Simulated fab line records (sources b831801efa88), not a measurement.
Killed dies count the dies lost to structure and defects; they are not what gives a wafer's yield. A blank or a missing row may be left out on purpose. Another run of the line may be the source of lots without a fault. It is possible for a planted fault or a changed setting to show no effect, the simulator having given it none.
fab line records    flow sky130
record lots=14  wafers=42  last_day=51
route steps=708 shown METAL1@454 VIA1@470 METAL2@489
lots with no fault: from the same line, run without faults
start_h: hours from the record's opening day to when the first of the lot's shown wafers began    wait_h: hours elapsed since this lot's preceding step    " same as the row above    L1.1+2: one row covering several wafers at once    - no value, or no start was given    * or withheld: withheld    < > ~ a bound
route shown NAME@n: names a module that has steps shown in the file, with the first one's number in the route    usual: average and standard deviation across the fault-free wafers    same: alike in all rows    chamber/n: place in a boat    sites: readings site by site    _std_site: the values' standard deviation    _edge_site: outer sites' mean less inner sites'    radius_mm: how far each site lies from the wafer's centre    mask NAME#n: copy n    behind: the tool/chamber that last shaped the wafer    hold: what put the lot on hold/how long, in hours/how the hold closed    device: transistor that didn't switch, given as n, p or np    end of line: the same wafers' tests at the end of the route    step lacking rows: just its recipe    killed: not the wafer's yield, but the dies lost to structure and defects at the first sort    map: shows each die of a wafer: x if killed, . if not, _ if none is there
set.NAME: setting as actually run; set.NAME@STEP: the setting as run at that earlier step    model.NAME: the simulator's own value behind a step, which no gauge read
a sample of lots followed through the steps of the route, with each step as a table and each wafer as a row
services: when a tool's chamber went out of use (start_h, in hours from the record's first day, below 0 if earlier), for how many hours, and the reason
## steps
# step SKY_METAL1_STRIP_20
# recipe chemistry=O2/N2  power_w=1400  pressure_mtorr=1500  platen_temp_c=withheld  o2_flow_sccm=3000  n2_flow_sccm=300  overash_fraction=0.5
# usual drypump_motor_current_A=5.8/0.47  n2_flow_sccm=299.9/0.93  oes_product_au=0.341/0.0046  strip_time_to_endpoint_s=2.660/0.026
lot.wafer  tool             chamber  start_h  wait_h  drypump_motor_current_A  n2_flow_sccm  oes_product_au  rf_hours_counter_h  strip_time_to_endpoint_s
L172.2     plasma_asher-03  0        756.61   0.1     5.4                      298.6         0.338           1                   2.663
L172.3     "                0        "        "       5.4                      299.0         0.341           -                   2.615
L172.6     "                0        "        "       5.4                      298.0         0.340           -                   2.614
L173.4     plasma_asher-03  0        774.76   0.1     5.5                      299.4         0.346           -                   2.702
L173.5     "                1        "        "       6.4                      298.4         0.336           -                   2.657
L173.6     "                0        "        "       5.5                      299.9         0.346           -                   2.661
L174.1     plasma_asher-02  1        775.66   0.1     6.2                      299.5         0.338           96                  2.694
L174.2     "                0        "        "       6.1                      301.3         0.345           96                  2.652
L174.5     "                1        "        "       6.2                      298.7         0.334           -                   2.706
L175.4     plasma_asher-04  1        789.99   0.1     5.6                      299.0         0.334           -                   2.658
L175.5     "                0        "        "       5.1                      301.2         0.332           -                   2.645
L175.6     "                1        "        "       5.6                      299.3         0.341           -                   2.659
L176.3     plasma_asher-02  0        820.19   0.1     6.1                      298.9         0.343           -                   2.718
L176.4     "                1        "        "       6.2                      300.5         0.337           -                   2.658
L176.6     "                1        "        "       6.3                      300.1         0.339           -                   2.650
L177.4     plasma_asher-02  0        820.69   0.1     6.1                      299.6         0.351           -                   2.648
L177.5     "                0        "        "       6.1                      299.3         0.341           -                   2.642
L177.6     "                1        "        "       6.2                      301.2         0.333           -                   2.642
L178.1     plasma_asher-03  0        821.01   0.1     5.5                      299.7         0.345           6                   2.715
L178.4     "                0        "        "       5.5                      300.8         0.345           -                   2.671
L178.5     "                0        "        "       5.5                      300.0         0.335           -                   2.628
L179.3     plasma_asher-02  0        822.86   0.1     6.1                      301.2         0.340           -                   2.676
L179.5     "                1        "        "       6.2                      299.8         0.338           -                   2.699
L179.6     "                0        "        "       6.1                      299.5         0.343           -                   2.666
L180.3     plasma_asher-02  0        828.51   0.1     6.1                      299.7         0.342           -                   2.652
L180.5     "                0        "        "       6.1                      300.3         0.337           -                   2.680
L180.6     "                1        "        "       6.2                      299.7         0.337           -                   2.652
L185.2     plasma_asher-02  1        868.77   0.1     6.2                      300.7         0.339           106                 2.620
L185.4     "                1        "        "       6.3                      299.6         0.347           -                   2.651
L185.6     "                0        "        "       6.1                      300.6         0.347           -                   2.649
L187.2     plasma_asher-04  0        889.90   0.1     5.1                      299.9         0.344           76                  2.677
L187.5     "                1        "        "       5.6                      299.6         0.337           -                   2.704
L187.6     "                0        "        "       5.1                      300.4         0.346           -                   2.690
L191.2     plasma_asher-04  1        908.32   0.1     5.6                      300.9         0.337           78                  2.654
L191.3     "                0        "        "       5.0                      299.9         0.334           -                   2.631
L191.6     "                0        "        "       5.0                      300.8         0.341           -                   2.651
L193.1     plasma_asher-03  0        922.94   0.1     5.4                      300.9         0.343           16                  2.673
L193.5     "                1        "        "       6.4                      300.8         0.331           -                   2.670
L193.6     "                0        "        "       5.4                      300.8         0.345           -                   2.662
L194.1     plasma_asher-03  1        975.77   0.1     6.4                      299.6         0.348           22                  2.634
L194.2     "                0        "        "       5.4                      300.8         0.334           22                  2.625
L194.6     "                0        "        "       5.4                      301.1         0.338           -                   2.647
# step SKY_VIA1_CD_MEAS_12
# recipe target_cd_nm=150
# usual cd_nm=150.9/1.7
lot.wafer  tool       chamber  start_h  wait_h  cd_nm
L172.2     cd_sem-02  -        784.20   -       150.3
L172.3     "          -        "        "       151.4
L172.6     "          -        "        "       150.5
L173.4     cd_sem-02  -        802.54   -       154.1
L173.5     "          -        "        "       151.9
L173.6     "          -        "        "       151.8
L174.1     cd_sem-01  -        803.13   -       147.3
L174.2     "          -        "        "       147.3
L174.5     "          -        "        "       148.9
L175.4     cd_sem-01  -        817.37   -       152.0
L175.5     "          -        "        "       150.8
L175.6     "          -        "        "       150.8
L176.3     cd_sem-02  -        847.10   -       149.6
L176.4     "          -        "        "       148.5
L176.6     "          -        "        "       150.1
L177.4     cd_sem-02  -        847.29   -       151.0
L177.5     "          -        "        "       153.5
L177.6     "          -        "        "       150.3
L178.1     cd_sem-01  -        848.01   -       151.3
L178.4     "          -        "        "       149.9
L178.5     "          -        "        "       150.1
L179.3     cd_sem-02  -        849.92   -       152.3
L179.5     "          -        "        "       151.6
L179.6     "          -        "        "       150.5
L180.3     cd_sem-01  -        854.77   -       152.1
L180.5     "          -        "        "       153.2
L180.6     "          -        "        "       151.2
L185.2     cd_sem-02  -        896.43   -       149.8
L185.4     "          -        "        "       151.9
L185.6     "          -        "        "       150.0
L187.2     cd_sem-01  -        916.30   -       149.9
L187.5     "          -        "        "       148.7
L187.6     "          -        "        "       151.3
L191.2     cd_sem-01  -        934.20   -       150.2
L191.3     "          -        "        "       148.9
L191.6     "          -        "        "       148.7
L193.1     cd_sem-02  -        948.93   -       149.9
L193.5     "          -        "        "       150.1
L193.6     "          -        "        "       149.8
L194.1     cd_sem-01  -        999.98   -       154.1
L194.2     "          -        "        "       153.2
L194.6     "          -        "        "       153.7
# step SKY_VIA1_CMP_24
# recipe stop_on=SiO2  t_overpolish_s=15  down_force_psi=3.5  platen_rpm=60  target_thk_nm=0  pad_velocity_m_s=0.94248
# usual head_pressure_psi=3.499/0.0074  motor_current_A=11.9/1  overpolish_run_s=15.001/0.0085  retaining_ring_pressure_frac=1.000/0.0055  time_to_endpoint_s=64.2/2.5
lot.wafer  tool    chamber  start_h  wait_h  head_pressure_psi  motor_current_A  overpolish_run_s  retaining_ring_pressure_frac  time_to_endpoint_s
L172.3     cmp-02  3        785.45   0.1     3.506              12.9             15.000            0.997                         62.1
L172.2     "       0        "        "       3.489              12.1             15.012            1.001                         60.3
L172.6     "       1        "        "       3.496              10.8             14.998            1.000                         60.0
L173.4     cmp-02  2        803.82   0.1     3.492              11.6             15.007            0.999                         63.0
L173.6     "       0        "        "       3.484              12.6             15.016            0.999                         65.1
L173.5     "       1        "        "       3.498              10.5             14.998            0.996                         62.8
L174.2     cmp-02  1        804.42   0.1     3.485              10.6             15.011            1.005                         63.8
L174.1     "       2        "        "       3.512              11.5             15.009            1.014                         65.4
L174.5     "       0        "        "       3.495              12.7             14.997            0.999                         65.9
L175.4     cmp-02  3        818.51   0.0     3.495              12.2             15.002            0.996                         68.4
L175.5     "       3        "        "       3.505              12.4             14.994            0.995                         68.1
L175.6     "       0        "        "       3.504              12.5             15.005            1.000                         66.6
L176.3     cmp-01  0        848.33   0.1     3.510              13.7             14.998            1.011                         58.9
L176.4     "       1        "        "       3.499              11.3             14.994            0.999                         60.6
L176.6     "       2        "        "       3.493              11.4             15.010            1.008                         60.3
L177.4     cmp-02  2        848.65   0.3     3.503              10.6             15.006            0.998                         63.3
L177.6     "       3        "        "       3.517              11.4             15.002            1.000                         65.2
L177.5     "       0        "        "       3.507              12.0             15.012            1.002                         62.0
L178.1     cmp-01  2        849.28   0.1     3.487              12.3             15.008            0.997                         61.7
L178.4     "       3        "        "       3.509              12.3             15.004            0.992                         62.5
L178.5     "       0        "        "       3.513              14.1             15.014            1.000                         62.3
L179.3     cmp-02  0        851.21   0.1     3.487              12.3             15.001            1.003                         65.7
L179.5     "       2        "        "       3.506              11.4             14.998            1.002                         66.4
L179.6     "       3        "        "       3.498              12.2             15.000            1.015                         66.3
L180.3     cmp-01  3        855.94   0.0     3.502              11.6             14.994            0.990                         66.6
L180.6     "       3        "        "       3.504              11.7             14.989            0.999                         65.1
L180.5     "       0        "        "       3.490              14.4             14.989            1.001                         62.4
L185.2     cmp-02  1        897.58   0.0     3.487              10.3             0.045             1.006                         103.2
L185.4     "       0        "        "       3.503              12.4             0.042             1.003                         103.0
L185.6     "       1        "        "       3.505              10.3             0.035             1.003                         104.1
L187.2     cmp-02  3        917.46   0.0     3.510              12.4             0.035             0.999                         104.4
L187.5     "       3        "        "       3.511              12.4             0.044             1.009                         103.4
L187.6     "       0        "        "       3.501              11.8             0.044             1.009                         104.9
L191.2     cmp-01  1        935.52   0.1     3.504              11.9             14.997            1.002                         69.1
L191.3     "       2        "        "       3.514              12.1             15.005            0.984                         66.7
L191.6     "       3        "        "       3.506              11.7             15.011            1.002                         70.1
L193.1     cmp-01  2        950.21   0.1     3.496              11.6             15.014            1.002                         68.7
L193.6     "       0        "        "       3.500              13.2             14.988            0.999                         68.1
L193.5     "       1        "        "       3.493              11.6             14.980            1.002                         67.8
L194.1     cmp-01  0        1001.28  0.2     3.508              13.7             14.994            0.991                         62.6
L194.2     "       1        "        "       3.491              11.3             15.017            1.002                         63.5
L194.6     "       0        "        "       3.498              13.9             15.018            1.006                         63.4
# step SKY_METAL2_THK_MEAS_06
# recipe thk_meas_gauge=xrf  reads=AlCu_of_METAL2_SPUTTER_02
# usual METAL2_ALCU_THK=253.6/2.9
lot.wafer  tool           chamber  start_h  wait_h  METAL2_ALCU_THK[nm]
L172.2     film_metro-01  -        785.92   0.1     255.2
L172.3     "              -        "        "       248.9
L172.6     "              -        "        "       251.2
L173.4     film_metro-01  -        804.31   0.1     255.1
L173.5     "              -        "        "       255.3
L173.6     "              -        "        "       250.9
L174.1     film_metro-02  -        804.93   0.1     262.5
L174.2     "              -        "        "       258.6
L174.5     "              -        "        "       258.7
L175.4     film_metro-02  -        819.10   0.1     251.7
L175.5     "              -        "        "       249.9
L175.6     "              -        "        "       252.4
L176.3     film_metro-01  -        848.81   0.1     254.2
L176.4     "              -        "        "       258.2
L176.6     "              -        "        "       257.6
L177.4     film_metro-02  -        849.09   0.1     250.8
L177.5     "              -        "        "       256.3
L177.6     "              -        "        "       254.4
L178.1     film_metro-01  -        849.74   0.1     253.5
L178.4     "              -        "        "       254.2
L178.5     "              -        "        "       255.8
L179.3     film_metro-03  -        851.69   0.1     254.8
L179.5     "              -        "        "       254.3
L179.6     "              -        "        "       258.3
L180.3     film_metro-02  -        856.54   0.1     255.1
L180.5     "              -        "        "       255.8
L180.6     "              -        "        "       253.3
L191.2     film_metro-01  -        935.99   0.1     251.7
L191.3     "              -        "        "       256.5
L191.6     "              -        "        "       250.2
L193.1     film_metro-01  -        950.67   0.1     257.9
L193.5     "              -        "        "       257.9
L193.6     "              -        "        "       258.3
L194.1     film_metro-03  -        1001.79  0.1     256.0
L194.2     "              -        "        "       254.8
L194.6     "              -        "        "       253.2
## services
tool             chamber  start_h  hours  kind
plasma_asher-04  -        733.73   3.3    repair
plasma_asher-03  -        733.75   9.0    pm
plasma_asher-03  0        733.75   9.0    vent_cycle
plasma_asher-03  1        733.75   9.0    vent_cycle
plasma_asher-03  0        742.75   -      clean
cmp-01           -        744.30   4.0    pm
cmp-01           -        748.30   -      consumable_replace:conditioner
cmp-01           -        748.30   -      consumable_replace:pad
plasma_asher-03  -        780.13   10.7   pm
plasma_asher-02  -        790.70   1.5    repair
plasma_asher-03  -        794.42   5.7    repair
plasma_asher-04  -        820.76   11.2   pm
plasma_asher-02  -        872.38   2.8    repair
plasma_asher-03  -        892.02   2.8    pm
plasma_asher-03  -        897.16   3.2    repair
cmp-02           -        902.27   3.6    repair
cmp-02           -        912.29   4.0    pm
cmp-02           -        916.29   -      consumable_replace:conditioner
cmp-02           -        916.29   -      consumable_replace:pad
cmp-01           -        924.51   4.7    pm
cmp-02           -        944.16   17.6   pm
cmp-01           -        965.00   1.7    repair
plasma_asher-02  -        965.61   9.3    repair
cmp-02           -        1000.52  4.5    pm
## key
first_sign step=SKY_VIA1_CMP_24  reading=overpolish_run_s  direction=down  sigmas=99+  usual=15.001  struck=0.041
effect step=SKY_VIA1_CMP_24  reading=time_to_endpoint_s  direction=up  sigmas=16  usual=*  struck=*
met_at SKY_VIA1_CMP_24
struck_lots L185,L187
later_rows_left_out L185.2,L185.4,L185.6,L187.2,L187.5,L187.6
sort_left_out L185.2,L185.4,L185.6,L187.2,L187.5,L187.6
not_acting_at SKY_METAL1_STRIP_20,SKY_VIA1_CD_MEAS_12,SKY_METAL2_THK_MEAS_06
onset_between 851.21 897.58
fault kind=process_parameter_drift  tool=cmp-02  chamber=-  onset_h=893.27  steps=SKY_VIA1_CMP_24  channel=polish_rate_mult  offset=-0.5  shape=step  end_h=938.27
# sort_left_out: the simulated sort isn't trusted on such a fault, so these wafers' sort isn't shown, and their yield isn't known
# later_rows_left_out: the simulator's readings of these wafers behind a module that went badly wrong aren't trusted and aren't shown, but for the sort
